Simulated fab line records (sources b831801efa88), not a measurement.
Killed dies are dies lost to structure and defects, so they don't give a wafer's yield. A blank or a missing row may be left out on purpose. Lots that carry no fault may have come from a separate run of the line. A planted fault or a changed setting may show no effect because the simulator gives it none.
Comparing a struck lot with a sound one / flow sky130 / 27 out of 708 route steps
Sound: the wafers L982.1, L982.4, L982.6. Struck: wafers L992.1, L992.3, L992.6. The cause is named last.
For every step that has rows: the tool of each side, followed by ch and its chambers, followed by its first start. Under that, the readings that differ: sound wafers / struck wafers / difference of the means / sigmas: that difference in standard deviations of wafers without a fault.
alike: same words and numbers on both sides, and readings whose means sit less than 2 such deviations apart. not compared: any withheld reading, any reading some wafer has no value for, any bound like >300 that may hide the same value, and any number with overlapping values for which the record gives no deviation.
A row with sigmas, a row that says differs or no value, or rows on one side alone: a step with any of these is where the two part. When numbers do not overlap yet have no deviation, they are printed without sigmas and do not part them. A reading that every wafer of one side lacks parts them only if that side has two wafers or more.

first, 10 steps without rows for these wafers: SKY_LOCAL_INTERCONNECT_SOFTBAKE_07 (time 90 s); SKY_LOCAL_INTERCONNECT_EXPOSE_08 (exposes mask LI1M, target cd 170 nm); SKY_LOCAL_INTERCONNECT_PEB_09; SKY_LOCAL_INTERCONNECT_DEVELOP_10 (develop time 60 s); SKY_LOCAL_INTERCONNECT_ETCH_13 (etches BARC in N2/H2, stops on SiO2, time 45.9 s, target depth 60 nm); SKY_LOCAL_INTERCONNECT_METAL_ETCH_14 (etches TiN in Cl2/BCl3, stops on PSG, target depth 110 nm, time 31.4 s); SKY_LOCAL_INTERCONNECT_STRIP_15 (strips in O2/N2); SKY_LOCAL_INTERCONNECT_STRIP_16 (strips in post etch residue remover, time 1200 s); SKY_LOCAL_INTERCONNECT_CLEAN_17 (cleans in IPA, time 180 s); SKY_LOCAL_INTERCONNECT_CLEAN_18 (cleans in O3/DIW).
SKY_CONTACT_CVD_00: deposits Si3N4, target thk 75 nm.
  sound on pecvd-03 ch 1, day 30 21:51; struck on pecvd-01 ch 0,2, day 34 11:00
reading=heaterPowerW (W); sound=983 1003 977; struck=688 605 603; difference=-356; sigmas=-3
SKY_CONTACT_THK_MEAS_01:
  sound on filmMetro-03 at day 30 21:54; struck on filmMetro-02 at day 34 11:26
reading=CONTACT_CVD_00_THK (nm); sound=74.7 76.3 75.6; struck=147.0 146.9 150.5; difference=+72.6; sigmas=+73
then, 12 steps without rows for these wafers: SKY_CONTACT_HDPCVD_02 (deposits SiO2, target thk 565 nm, time 94.2 s); SKY_CONTACT_CMP_04 (polishes SiO2); SKY_CONTACT_DEHYDRATE_06 (time 60 s); SKY_CONTACT_HMDS_07 (prime time 60 s); SKY_CONTACT_COAT_08 (resist thk 60 nm); SKY_CONTACT_COAT_09 (resist thk 450 nm); SKY_CONTACT_SOFTBAKE_10 (time 90 s); SKY_CONTACT_EXPOSE_11 (exposes mask CTM1, target cd 170 nm); SKY_CONTACT_PEB_12; SKY_CONTACT_DEVELOP_13 (develop time 60 s); SKY_CONTACT_ETCH_16 (etches BARC in N2/H2, stops on SiO2, time 45.9 s, target depth 60 nm); SKY_CONTACT_ETCH_17 (etches SiO2 in C4F8/O2/Ar, stops on Si3N4, target depth 340 nm).
SKY_CONTACT_ETCH_18: etches Si3N4 in CHF3/O2, stops on TiN, time 39 s, target depth 75 nm.
  sound on rieDiel-04 ch 0,1,2; struck on rieDiel-04 ch 1,2
reading=oesProductAu (a.u.); sound=0.853 0.861 0.858; struck=0.984 0.992 0.997; difference=+0.134; sigmas=+17
reading=throttleValvePct (%); sound=8.782 8.795 8.789; struck=8.818 8.822 8.818; difference=+0.031; sigmas=+3
reading=model.etch.depthNm (nm); sound=74.73 76.26 75.67; struck=96.34 97.09 97.09; difference=+21.29; sigmas=
  alike: O2_flow_sccm, drypumpMotorCurrentA
  not compared: rfHoursCounterH
then, 1 step without rows for these wafers: SKY_CONTACT_STRIP_19 (strips in O2/N2).
-- the record jumps here: 14 days lie between the struck wafers' starts before and after (it left off in module CONTACT and takes up again in module PAD_OPEN, whose first step shown is number 708 of the route) --
SKY_PAD_OPEN_PROBE_99:
  sound on prober-02 at day 45 23:26; struck on prober-01 at day 48 16:53
reading=killedAtContacts; sound=16 37 25; struck=440 430 439; difference=+410; sigmas=+71
reading=killedDies; sound=82 86 69; struck=492 492 492; difference=+413; sigmas=+42
reading=killedOnRim; sound=16 14 10; struck=96 96 96; difference=+83; sigmas=+22
  alike: killed_at_M0_to_M3, killed_at_M4_up, killedAtFrontEnd, killedAtOther, killedOpen, killedShort

WHERE THEY PART
Earliest at SKY_CONTACT_CVD_00; latest, in this record, at SKY_PAD_OPEN_PROBE_99.

WHY: the cause the simulator had injected
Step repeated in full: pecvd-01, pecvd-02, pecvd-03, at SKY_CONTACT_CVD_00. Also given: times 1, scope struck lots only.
